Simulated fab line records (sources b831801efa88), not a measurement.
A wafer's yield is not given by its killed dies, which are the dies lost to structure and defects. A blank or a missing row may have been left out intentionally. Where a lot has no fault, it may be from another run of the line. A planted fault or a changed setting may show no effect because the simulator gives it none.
fab line records | flow gf180mcu
[record] lots = 7 wafers = 21 lastDay = 34
route steps=602 shown CONTACT@287
lots with no fault: from the same line, run without faults
startH: hours from the record's opening day to when the first of the lot's shown wafers began | waitH: hours elapsed since this lot's preceding step | " the same as in the row above | L1.1+2: a row that stands for several wafers | - either no value or no given start | * or withheld: withheld | < > ~ a bound
route shown NAME@n: NAME is a module with steps in the file, n the number in the route of the first one | usual: average and standard deviation across the fault-free wafers | same: alike in all rows | chamber/n: place in a boat | sites: each site's reading | _std_site: the standard deviation of these | _edge_site: the outer-site mean with the inner-site mean subtracted | radiusMm: how far each site lies from the wafer's centre | mask NAME#n: copy n | behind: the tool/chamber that last shaped the wafer | hold: cause of the lot's hold/its duration in hours/its outcome | device: the transistor (n, p or np) that didn't switch | end of line: the same wafers' tests at the end of the route | a step given without rows: its recipe and nothing more | killed: the dies lost at the first sort to structure and to defects; this is not the yield of the wafer | map: dies across one wafer; x = killed, . = not, _ = none there
set.NAME: the setting the step ran with; set.NAME@STEP: the setting that earlier step ran with | model.NAME: the simulator's own value behind a step, which no gauge read
a table for each step, a row for each wafer; lots at some steps of the route
services: a tool's chamber out of use, with start hour (startH, from the record's first day; less than 0 if before it), hours out, and reason
[[steps]]
[step GF_CONTACT_CVD_00]
[recipe] material = SiO2 targetThkNm = 300 sigmaOpenFrac = 0.3 tempC = 400 timeS = 50 sih4FlowSccm = 60 pressureMtorr = 6
[step GF_CONTACT_THK_MEAS_01]
[recipe] reads = SiO2_of_CONTACT_CVD_00
[usual] CONTACT_CVD_00_THK = 301/3.3
// columns lot.wafer tool chamber startH waitH CONTACT_CVD_00_THK[nm]
L281.1 filmMetro-02 - 383.04 0.0 307
L281.3 " - " " 299
L281.6 " - " " 301
L282.1 filmMetro-01 - 388.24 0.0 301
L282.3 " - " " 299
L282.6 " - " " 298
L283.1 filmMetro-04 - 403.37 0.0 301
L283.2 " - " " 290
L283.6 " - " " 297
L284.1 filmMetro-04 - 409.62 0.0 302
L284.2 " - " " 299
L284.5 " - " " 300
L296.4 filmMetro-01 - 522.45 0.0 295
L296.5 " - " " 301
L296.6 " - " " 296
L297.1 filmMetro-01 - 527.30 0.0 301
L297.2 " - " " 298
L297.3 " - " " 302
L298.2 filmMetro-02 - 530.94 0.0 306
L298.3 " - " " 303
L298.4 " - " " 303
[step GF_CONTACT_CVD_02]
[recipe] material = SiO2 targetThkNm = 860 precursor = TEOS tempC = 400 timeS = 95.992 rfW = 600
[usual] heaterPowerW = 597/70
[same] timeS = 95.992
// columns lot.wafer tool chamber startH waitH heaterPowerW
L281.1 pecvd-03 1 383.10 0.1 554
L281.3 " 2 " " 543
L281.6 " 2 " " 603
L282.1 pecvd-01 1 388.30 0.1 649
L282.3 " 0 " " 643
L282.6 " 1 " " 512
L283.1 pecvd-04 1 403.43 0.1 611
L283.2 " 2 " " 612
L283.6 " 2 " " 641
L284.1 pecvd-04 1 409.68 0.1 657
L284.2 " 0 " " 552
L284.5 " 2 " " 687
L296.4 pecvd-03 1 522.51 0.1 548
L296.5 " 0 " " 642
L296.6 " 2 " " 550
L297.1 pecvd-03 0 527.36 0.1 602
L297.2 " 1 " " 476
L297.3 " 2 " " 640
L298.2 pecvd-04 0 530.99 0.0 497
L298.3 " 2 " " 603
L298.4 " 2 " " 655
[step GF_CONTACT_THK_MEAS_03]
[recipe] reads = SiO2_of_CONTACT_CVD_02
[usual] CONTACT_CVD_02_THK = 859/10
// columns lot.wafer tool chamber startH waitH CONTACT_CVD_02_THK[nm]
L281.1 filmMetro-02 - 383.17 0.0 844
L281.3 " - " " 856
L281.6 " - " " 873
L282.1 filmMetro-01 - 388.37 0.0 840
L282.3 " - " " 849
L282.6 " - " " 865
L283.1 filmMetro-02 - 403.50 0.0 866
L283.2 " - " " 853
L283.6 " - " " 858
L284.1 filmMetro-01 - 409.75 0.0 871
L284.2 " - " " 854
L284.5 " - " " 869
L296.4 filmMetro-04 - 522.58 0.0 855
L296.5 " - " " 864
L296.6 " - " " 874
L297.1 filmMetro-01 - 527.43 0.0 851
L297.2 " - " " 837
L297.3 " - " " 844
L298.2 filmMetro-02 - 531.07 0.0 847
L298.3 " - " " 849
L298.4 " - " " 854
[step GF_CONTACT_CMP_04]
[recipe] material = SiO2 downForcePsi = 4 platenRpm = 60 padVelocityMS = 0.94248
[usual] motorCurrentA = 12.5/0.85 slurryFilterDpKPa = 13.51/0.14 timeToEndpointS = 109/6.2
// columns lot.wafer tool chamber startH waitH motorCurrentA slurryFilterDpKPa timeToEndpointS
L281.3 cmp-01 1 383.23 0.0 11.0 13.70 104
L281.1 " 2 " " 12.3 13.56 104
L281.6 " 1 " " 10.8 13.52 110
L282.3 cmp-02 3 388.61 0.2 13.6 13.38 109
L282.1 " 0 " " 12.5 13.55 109
L282.6 " 2 " " 12.1 13.56 120
L283.2 cmp-02 0 403.56 0.0 12.2 13.56 119
L283.1 " 3 " " 12.3 13.33 119
L283.6 " 0 " " 13.1 13.79 121
L284.1 cmp-01 2 409.91 0.1 13.1 13.56 114
L284.2 " 3 " " 12.8 13.30 102
L284.5 " 0 " " 12.4 13.68 111
L296.4 cmp-01 3 522.61 0.0 11.9 13.59 106
L296.6 " 3 " " 13.0 13.63 111
L296.5 " 0 " " 12.6 13.40 110
L297.1 cmp-01 0 527.49 0.1 12.1 13.40 102
L297.3 " 1 " " 10.5 13.43 97
L297.2 " 3 " " 12.1 13.55 95
L298.4 cmp-01 0 531.12 0.0 12.3 13.19 104
L298.3 " 2 " " 12.9 13.34 105
L298.2 " 3 " " 12.1 13.59 100
[step GF_CONTACT_BOW_MEAS_05]
[recipe] mode = bow
[usual] CONTACT_BOW = 65/7.3
// columns lot.wafer tool chamber startH waitH CONTACT_BOW[um]
L281.1 filmMetro-01 - 383.53 0.2 65
L281.3 " - " " 59
L281.6 " - " " 73
L282.1 filmMetro-04 - 388.86 0.1 70
L282.3 " - " " 65
L282.6 " - " " 79
L283.1 filmMetro-04 - 403.86 0.1 67
L283.2 " - " " 65
L283.6 " - " " 69
L284.1 filmMetro-02 - 410.11 0.1 72
L284.2 " - " " 75
L284.5 " - " " 68
L296.4 filmMetro-02 - 522.97 0.3 63
L296.5 " - " " 71
L296.6 " - " " 59
L297.1 filmMetro-02 - 527.79 0.2 83
L297.2 " - " " 72
L297.3 " - " " 74
L298.2 filmMetro-01 - 531.44 0.1 57
L298.3 " - " " 59
L298.4 " - " " 58
[step GF_CONTACT_DEHYDRATE_06]
[recipe] tempC = 200 timeS = 60
[step GF_CONTACT_HMDS_07]
[recipe] primeTimeS = 60 primeTempC = 120
[step GF_CONTACT_COAT_08]
[recipe] resist = BARC tempC = withheld timeS = withheld spinRpm = withheld resistThkNm = withheld
[step GF_CONTACT_COAT_09]
[recipe] resist = KrF spinRpm = withheld resistThkNm = 1000
[step GF_CONTACT_SOFTBAKE_10]
[recipe] tempC = 130 timeS = 60 resist = KrF
[step GF_CONTACT_EXPOSE_11]
[recipe] maskId = Contact targetCdNm = 220 na = 0.68 sourceShape = conventional sigmaOuter = 0.6 doseMj = 38
[step GF_CONTACT_PEB_12]
[recipe] pebTempC = 135 pebTimeS = 90 resist = KrF
[usual] chillPlateTempC = 22.99/0.11 exhaustPa = 44.8/0.98
// columns lot.wafer tool chamber startH waitH chillPlateTempC exhaustPa
L281.1 lithoTrack-01 0 406.59 - 23.10 45.6
L281.3 " 0 " " 23.24 45.6
L281.6 " 0 " " 23.07 46.9
L282.1 lithoTrack-04 - 411.51 - - -
L282.3 " - " " - -
L282.6 " - " " - -
L283.1 lithoTrack-04 - 427.26 - - -
L283.2 " - " " - -
L283.6 " - " " - -
L284.1 lithoTrack-04 - 433.71 - - -
L284.2 " - " " - -
L284.5 " - " " - -
L296.4 lithoTrack-01 0 545.34 - 23.07 43.8
L296.5 " 0 " " 23.09 43.8
L296.6 " 0 " " 23.05 43.5
L297.1 lithoTrack-04 0 549.86 - 23.00 45.5
L297.2 " 0 " " 23.00 45.7
L297.3 " 0 " " 22.95 44.1
L298.2 lithoTrack-02 0 553.84 - 23.18 44.9
L298.3 " 0 " " 23.05 43.2
L298.4 " 0 " " 23.01 44.8
[step GF_CONTACT_DEVELOP_13]
[recipe] developTimeS = 60 resist = KrF devTempC = 21
[[services]]
// columns tool chamber startH hours kind
pecvd-03 - 368.88 14.0 pm
pecvd-03 0 368.88 14.0 ventCycle
pecvd-03 1 368.88 14.0 ventCycle
pecvd-03 2 368.88 14.0 ventCycle
pecvd-03 0 382.88 - clean
pecvd-03 1 382.88 - clean
pecvd-03 2 382.88 - clean
cmp-02 - 406.22 4.0 pm
cmp-02 - 410.22 - consumableReplace:conditioner
cmp-02 - 410.22 - consumableReplace:pad
cmp-02 - 427.36 0.7 repair
cmp-02 - 442.30 3.8 repair
pecvd-03 - 480.33 14.6 pm
pecvd-04 - 483.83 2.8 pm
pecvd-03 0 507.42 3.7 repair
cmp-02 - 522.22 7.6 pm
cmp-02 - 535.41 19.0 repair
lithoTrack-04 - 546.79 - consumableReplace:filter
cmp-02 - 550.18 1.1 repair
[[key]]
[firstSign] step = GF_CONTACT_PEB_12 reading = toolRecord direction = missing
effect none on later readings
metAt GF_CONTACT_PEB_12
struckWafers L282.1,L282.3,L282.6,L283.1,L283.2,L283.6,L284.1,L284.2,L284.5
laterRowsLeftOut L282.1,L282.3,L282.6,L283.1,L283.2,L283.6,L284.1,L284.2,L284.5
sortLeftOut L282.1,L282.3,L282.6,L283.1,L283.2,L283.6,L284.1,L284.2,L284.5
testerLeftOut L282,L283,L284
[fault] kind = skippedStepWhole tool = lithoTrack-04 chamber = - onsetH = 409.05 steps = GF_CONTACT_PEB_12 scope = struckLotsOnly
// testerLeftOut: of these lots the tester's yield and bins aren't shown, on N5 and GAA mostly nor the transistor test; their killed dies are dies lost to structure and defects alone, not to doping, threshold or leakage, so they don't give the yield
// sortLeftOut: the simulated sort isn't trusted on such a fault, so these wafers' sort isn't shown, and their yield isn't known
// laterRowsLeftOut: the simulator's readings of these wafers behind a module that went badly wrong aren't trusted and aren't shown, but for the sort
